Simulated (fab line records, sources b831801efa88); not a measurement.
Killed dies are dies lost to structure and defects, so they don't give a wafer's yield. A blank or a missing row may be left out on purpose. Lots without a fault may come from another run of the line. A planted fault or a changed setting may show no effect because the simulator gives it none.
fab line records | flow gf180mcu
record lots=7 wafers=21 last_day=34
route steps=602 shown M3@409
lots that met no fault: from a run of the same line without faults
start_h: hours from the record's first day to the start of the lot's first wafer shown | wait_h: hours since the lot's step before | " the same as in the row above | L1.1+2: a row that stands for several wafers | - no value, or no start given | * or withheld: withheld | < > ~ a bound
route shown NAME@n: a module of which the file shows steps, and the number in the route of the first | usual: mean/standard deviation of fault-free wafers | same: alike in all rows | chamber/n: place in a boat | sites: the reading at each site | _std_site: their standard deviation | _edge_site: outer sites' mean less inner sites' | radius_mm: how far each site lies from the wafer's centre | mask NAME#n: copy n | behind: the tool/chamber that last shaped the wafer | hold: why the lot was held/for how many hours/how that ended | device: the transistor (n, p or np) that didn't switch | end of line: the same wafers' tests at the end of the route | a step without rows: its recipe alone | killed: dies lost to structure and defects at the first sort, not the wafer's yield | map: a wafer's dies, x killed, . not, _ none there
set.NAME: the setting as run; set.NAME@STEP: as run at that earlier step | model.NAME: the simulator's own value behind a step, which no gauge read
lots at some steps of the route; a table a step, a row a wafer
services: from which hour (start_h, from the record's first day; less than 0 if before it) a tool's chamber was out of use, for how many hours, and why
## steps
# step GF_M3_SPUTTER_00
# recipe material=Ti target_thk_nm=37.5 arriving_ion_energy_ev=80 substrate_temp_c=200 chamber_pressure_pa=2 power_w=4000 time_s=150
# usual throttle_valve_pct=30.0/0.97
# columns lot.wafer tool chamber start_h wait_h throttle_valve_pct
L273.3 pvd_sputter-04 - 482.37 0.2 30.2
L273.4 " - " " 30.1
L273.5 " - " " 29.0
L275.4 pvd_sputter-03 - 506.07 0.3 29.0
L275.5 " - " " 28.9
L275.6 " - " " 29.5
L282.1 pvd_sputter-02 - 569.29 0.2 29.4
L282.2 " - " " 31.4
L282.3 " - " " 29.8
L283.3 pvd_sputter-02 - 573.29 0.2 31.4
L283.4 " - " " 29.8
L283.6 " - " " 30.1
L284.1 pvd_sputter-02 - 577.70 0.1 31.1
L284.2 " - " " 29.1
L284.4 " - " " 31.0
L293.1 pvd_sputter-04 - 638.47 0.1 29.2
L293.4 " - " " 31.8
L293.6 " - " " 30.3
L294.2 pvd_sputter-03 - 644.89 0.1 29.2
L294.4 " - " " 28.4
L294.5 " - " " 28.5
# step GF_M3_SPUTTER_01
# recipe material=TiN target_thk_nm=30 power_w=6500 time_s=25 chamber_pressure_pa=0.4
# usual throttle_valve_pct=30.0/0.96
# columns lot.wafer tool chamber start_h wait_h throttle_valve_pct
L273.3 pvd_sputter-04 - 482.47 0.1 30.4
L273.4 " - " " 30.4
L273.5 " - " " 29.0
L275.4 pvd_sputter-03 - 506.14 0.0 29.3
L275.5 " - " " 29.4
L275.6 " - " " 29.7
L282.1 pvd_sputter-02 - 569.39 0.1 29.4
L282.2 " - " " 31.0
L282.3 " - " " 29.9
L283.3 pvd_sputter-02 - 573.39 0.1 31.3
L283.4 " - " " 29.9
L283.6 " - " " 29.8
L284.1 pvd_sputter-02 - 577.80 0.1 31.1
L284.2 " - " " 29.5
L284.4 " - " " 31.4
L293.1 pvd_sputter-04 - 638.57 0.1 29.3
L293.4 " - " " 31.8
L293.6 " - " " 30.2
L294.2 pvd_sputter-03 - 644.99 0.1 29.2
L294.4 " - " " 28.5
L294.5 " - " " 28.3
# step GF_M3_SPUTTER_02
# recipe material=AlCu target_thk_nm=450 power_w=10600 time_s=23.9 chamber_pressure_pa=0.4
# usual throttle_valve_pct=30.0/0.98
# columns lot.wafer tool chamber start_h wait_h throttle_valve_pct
L273.3 pvd_sputter-04 - 482.50 0.0 30.2
L273.4 " - " " 30.4
L273.5 " - " " 28.9
L275.4 pvd_sputter-03 - 506.17 0.0 28.9
L275.5 " - " " 29.2
L275.6 " - " " 29.8
L282.1 pvd_sputter-02 - 569.42 0.0 29.5
L282.2 " - " " 31.1
L282.3 " - " " 30.0
L283.3 pvd_sputter-02 - 573.42 0.0 31.3
L283.4 " - " " 30.0
L283.6 " - " " 30.0
L284.1 pvd_sputter-02 - 577.83 0.0 30.9
L284.2 " - " " 29.5
L284.4 " - " " 31.2
L293.1 pvd_sputter-04 - 638.60 0.0 29.6
L293.4 " - " " 31.7
L293.6 " - " " 30.4
L294.2 pvd_sputter-03 - 645.02 0.0 29.3
L294.4 " - " " 28.1
L294.5 " - " " 28.3
# step GF_M3_SPUTTER_03
# recipe material=Ti target_thk_nm=10 substrate_temp_c=300 chamber_pressure_pa=0.3 power_w=3000 time_s=6.7
# usual throttle_valve_pct=30.0/0.97
# columns lot.wafer tool chamber start_h wait_h throttle_valve_pct
L273.3 pvd_sputter-04 - 482.53 0.0 30.2
L273.4 " - " " 30.4
L273.5 " - " " 28.6
L275.4 pvd_sputter-03 - 506.19 0.0 29.3
L275.5 " - " " 29.3
L275.6 " - " " 29.6
L282.1 pvd_sputter-02 - 569.45 0.0 29.4
L282.2 " - " " 31.3
L282.3 " - " " 30.0
L283.3 pvd_sputter-02 - 573.45 0.0 31.4
L283.4 " - " " 30.0
L283.6 " - " " 29.9
L284.1 pvd_sputter-02 - 577.86 0.0 31.4
L284.2 " - " " 29.5
L284.4 " - " " 31.1
L293.1 pvd_sputter-04 - 638.63 0.0 29.1
L293.4 " - " " 31.6
L293.6 " - " " 30.3
L294.2 pvd_sputter-03 - 645.05 0.0 29.0
L294.4 " - " " 28.5
L294.5 " - " " 28.9
# step GF_M3_SPUTTER_04
# recipe material=TiN target_thk_nm=50 power_w=6500 time_s=41.7 chamber_pressure_pa=0.4
# usual throttle_valve_pct=30.0/0.99
# columns lot.wafer tool chamber start_h wait_h throttle_valve_pct
L273.3 pvd_sputter-04 - 482.55 0.0 30.4
L273.4 " - " " 30.4
L273.5 " - " " 28.7
L275.4 pvd_sputter-03 - 506.22 0.0 29.3
L275.5 " - " " 29.4
L275.6 " - " " 29.4
L282.1 pvd_sputter-02 - 569.47 0.0 29.7
L282.2 " - " " 31.2
L282.3 " - " " 29.9
L283.3 pvd_sputter-02 - 573.47 0.0 31.6
L283.4 " - " " 30.2
L283.6 " - " " 29.8
L284.1 pvd_sputter-02 - 577.88 0.0 31.5
L284.2 " - " " 29.3
L284.4 " - " " 31.3
L293.1 pvd_sputter-04 - 638.65 0.0 29.4
L293.4 " - " " 31.7
L293.6 " - " " 30.1
L294.2 pvd_sputter-03 - 645.07 0.0 29.2
L294.4 " - " " 28.1
L294.5 " - " " 28.5
# step GF_M3_RS_MEAS_05
# recipe thk_meas_gauge=four-point-probe reads=TiN_of_M3_SPUTTER_04+Ti_of_M3_SPUTTER_03+AlCu_of_M3_SPUTTER_02+TiN_of_M3_SPUTTER_01+Ti_of_M3_SPUTTER_00
# usual M3_ALCU_RS=0.0698/0.001
# columns lot.wafer tool chamber start_h wait_h M3_ALCU_RS[ohm/sq]
L273.3 film_metro-03 - 482.63 0.1 0.0685
L273.4 " - " " 0.0682
L273.5 " - " " 0.0697
L275.4 film_metro-03 - 506.30 0.1 0.0689
L275.5 " - " " 0.0694
L275.6 " - " " 0.0713
L282.1 film_metro-02 - 569.51 0.0 0.0692
L282.2 " - " " 0.0702
L282.3 " - " " 0.0708
L283.3 film_metro-02 - 573.55 0.1 0.0699
L283.4 " - " " 0.0701
L283.6 " - " " 0.0705
L284.1 film_metro-03 - 577.92 0.0 0.0705
L284.2 " - " " 0.0701
L284.4 " - " " 0.0707
L293.1 film_metro-02 - 638.69 0.0 0.0704
L293.4 " - " " 0.0696
L293.6 " - " " 0.0696
L294.2 film_metro-03 - 645.13 0.0 0.0682
L294.4 " - " " 0.0682
L294.5 " - " " 0.0683
# step GF_M3_THK_MEAS_06
# recipe thk_meas_gauge=xrf reads=AlCu_of_M3_SPUTTER_02
# usual M3_ALCU_THK=445/6.9
# columns lot.wafer tool chamber start_h wait_h M3_ALCU_THK[nm]
L273.3 film_metro-03 - 482.73 0.1 453
L273.4 " - " " 456
L273.5 " - " " 443
L275.4 film_metro-03 - 506.39 0.1 449
L275.5 " - " " 447
L275.6 " - " " 437
L282.1 film_metro-02 - 569.63 0.1 444
L282.2 " - " " 438
L282.3 " - " " 437
L283.3 film_metro-02 - 573.65 0.1 440
L283.4 " - " " 438
L283.6 " - " " 436
L284.1 film_metro-03 - 578.04 0.1 440
L284.2 " - " " 441
L284.4 " - " " 438
L293.1 film_metro-02 - 638.81 0.1 438
L293.4 " - " " 442
L293.6 " - " " 439
L294.2 film_metro-03 - 645.24 0.1 459
L294.4 " - " " 458
L294.5 " - " " 457
# step GF_M3_DEHYDRATE_07
# recipe temp_c=200 time_s=60
# step GF_M3_HMDS_08
# recipe prime_time_s=60 prime_temp_c=120
# step GF_M3_COAT_09
# recipe resist=KrF spin_rpm=withheld resist_thk_nm=1000
# step GF_M3_SOFTBAKE_10
# recipe temp_c=130 time_s=60 resist=KrF
# step GF_M3_EXPOSE_11
# recipe mask_id=Metal3 target_cd_nm=280 na=0.68 source_shape=conventional sigma_outer=0.6 dose_mj=28
# step GF_M3_PEB_12
# recipe peb_temp_c=135 peb_time_s=90 resist=KrF
# usual chill_plate_temp_C=22.99/0.12 exhaust_pa=45.2/0.91
# columns lot.wafer tool chamber start_h wait_h chill_plate_temp_C exhaust_pa
L273.3 litho_track-02 0 506.16 - 23.05 45.8
L273.4 " 0 " " 23.02 44.6
L273.5 " 0 " " 22.95 45.9
L275.4 litho_track-04 0 529.20 - 22.75 45.1
L275.5 " 0 " " 22.80 45.7
L275.6 " 0 " " 22.84 45.0
L282.1 litho_track-04 - 589.90 - - -
L282.2 " - " " - -
L282.3 " - " " - -
L283.3 litho_track-03 - 594.12 - - -
L283.4 " - " " - -
L283.6 " - " " - -
L284.1 litho_track-04 - 598.15 - - -
L284.2 " - " " - -
L284.4 " - " " - -
L293.1 litho_track-03 0 658.20 - 22.99 44.4
L293.4 " 0 " " 22.95 46.3
L293.6 " 0 " " 22.92 44.5
L294.2 litho_track-02 0 664.73 - 22.95 45.2
L294.4 " 0 " " 22.98 44.5
L294.5 " 0 " " 23.09 43.9
# step GF_M3_DEVELOP_13
# recipe develop_time_s=60 dev_temp_c=21
## services
# columns tool chamber start_h hours kind
pvd_sputter-02 - 478.40 4.0 repair
pvd_sputter-02 - 482.60 2.0 repair
pvd_sputter-02 - 574.78 0.8 repair
pvd_sputter-02 - 598.67 3.8 repair
pvd_sputter-02 - 654.66 4.8 repair
pvd_sputter-04 - 660.19 4.0 repair
## key
first_sign step=GF_M3_PEB_12 reading=tool_record direction=missing
effect none on later readings
met_at GF_M3_PEB_12
struck_wafers L282.1,L282.2,L282.3,L283.3,L283.4,L283.6,L284.1,L284.2,L284.4
later_rows_left_out L282.1,L282.2,L282.3,L283.3,L283.4,L283.6,L284.1,L284.2,L284.4
sort_left_out L282.1,L282.2,L282.3,L283.3,L283.4,L283.6,L284.1,L284.2,L284.4
onset_between 529.20 589.90
fault kind=skipped_step_whole tool=litho_track-03,litho_track-04 chamber=- onset_h=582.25 steps=GF_M3_PEB_12 scope=struck_lots_only
# sort_left_out: the simulated sort isn't trusted on such a fault, so these wafers' sort isn't shown, and their yield isn't known
# later_rows_left_out: the simulator's readings of these wafers behind a module that went badly wrong aren't trusted and aren't shown, but for the sort
